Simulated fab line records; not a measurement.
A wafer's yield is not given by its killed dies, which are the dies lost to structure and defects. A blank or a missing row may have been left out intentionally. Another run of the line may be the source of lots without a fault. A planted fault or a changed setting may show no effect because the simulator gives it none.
Which tool did it? :: flow sky130 :: 11 lots with 33 wafers sampled at 2 steps, on a route of 708 steps

== WHAT EACH GAUGE READ, for each wafer ==
SKY_VT_ADJUST_HVTR_CD_MEAS_07 targets a cd of 380 nm.
lot: L747
measured: day 9 18:45
on: cdSem-01
cdNm (nm): 381.8 380.7 381.9

lot: L750
measured: day 11 01:28
on: cdSem-01
cdNm (nm): - - -

lot: L755
measured: day 12 06:14
on: cdSem-01
cdNm (nm): 378.9 380.5 377.5

lot: L758
measured: day 13 10:47
on: cdSem-01
cdNm (nm): 378.2 380.8 380.5

lot: L760
measured: day 13 13:12
on: cdSem-02
cdNm (nm): 379.4 376.7 377.8

lot: L763
measured: day 14 14:45
on: cdSem-02
cdNm (nm): 375.3 374.5 375.2

lot: L764
measured: day 15 09:29
on: cdSem-02
cdNm (nm): 381.4 382.6 383.5

lot: L765
measured: day 15 15:32
on: cdSem-02
cdNm (nm): 376.3 376.2 376.4

lot: L767
measured: day 16 15:35
on: cdSem-02
cdNm (nm): 380.0 376.4 377.1

lot: L768
measured: day 16 18:03
on: cdSem-02
cdNm (nm): 381.7 383.3 383.8

lot: L769
measured: day 17 00:50
on: cdSem-02
cdNm (nm): 380.3 384.0 382.4

== WHAT TOOL EACH LOT RAN ON (gives the tool, then ch and the chambers of the sampled wafers, and finally the start) ==
lot: L747
SKY_VT_ADJUST_HVTR_EXPOSE_04: ilineStepper-01 ch 0, day 9 09:08

lot: L750
SKY_VT_ADJUST_HVTR_EXPOSE_04: ilineStepper-01 ch 0, day 10 13:33

lot: L755
SKY_VT_ADJUST_HVTR_EXPOSE_04: ilineStepper-02 ch 0, day 11 18:16

lot: L758
SKY_VT_ADJUST_HVTR_EXPOSE_04: ilineStepper-01 ch 0, day 12 21:52

lot: L760
SKY_VT_ADJUST_HVTR_EXPOSE_04: ilineStepper-01 ch 0, day 13 00:10

lot: L763
SKY_VT_ADJUST_HVTR_EXPOSE_04: ilineStepper-01 ch 0, day 14 01:25

lot: L764
SKY_VT_ADJUST_HVTR_EXPOSE_04: ilineStepper-01 ch 0, day 14 19:50

lot: L765
SKY_VT_ADJUST_HVTR_EXPOSE_04: ilineStepper-01 ch 0, day 15 01:30

lot: L767
SKY_VT_ADJUST_HVTR_EXPOSE_04: ilineStepper-02 ch 0, day 16 01:47

lot: L768
SKY_VT_ADJUST_HVTR_EXPOSE_04: ilineStepper-01 ch 0, day 16 04:45

lot: L769
SKY_VT_ADJUST_HVTR_EXPOSE_04: ilineStepper-02 ch 0, day 16 10:31
- SKY_VT_ADJUST_HVTR_EXPOSE_04: exposes mask HVTRM, target cd 380 nm.

== THE ANSWER, worked out from the rows above alone ==
Rule: what is usual is taken from the lots themselves. Put in order of their means at a reading, lots are off if they are a third of the lots or fewer, leave a main group of 4 or more, and stand apart from it by a gap of 3 or more times the standard deviation of the main group's means; of several such gaps the widest counts. A main group whose means are all the same, to the digits that the tables above print for the reading, isn't used. A lot without any number at a reading at which 4 lots or more have one is off too. All remaining lots with rows at the step are treated as sound.
Off: L750 (SKY_VT_ADJUST_HVTR_CD_MEAS_07, cdNm). Without a number there: L750. The main group has a mean of 379.5 nm with a standard deviation of 2.6.
If a tool, at a process step before that reading, ran all the lots that are off and no sound lot after the first of them, it fits. The gauges at SKY_VT_ADJUST_HVTR_CD_MEAS_07 are tried like those tools. None of those tried fits.

== WHAT HAD BEEN PUT IN BY THE SIMULATOR ==
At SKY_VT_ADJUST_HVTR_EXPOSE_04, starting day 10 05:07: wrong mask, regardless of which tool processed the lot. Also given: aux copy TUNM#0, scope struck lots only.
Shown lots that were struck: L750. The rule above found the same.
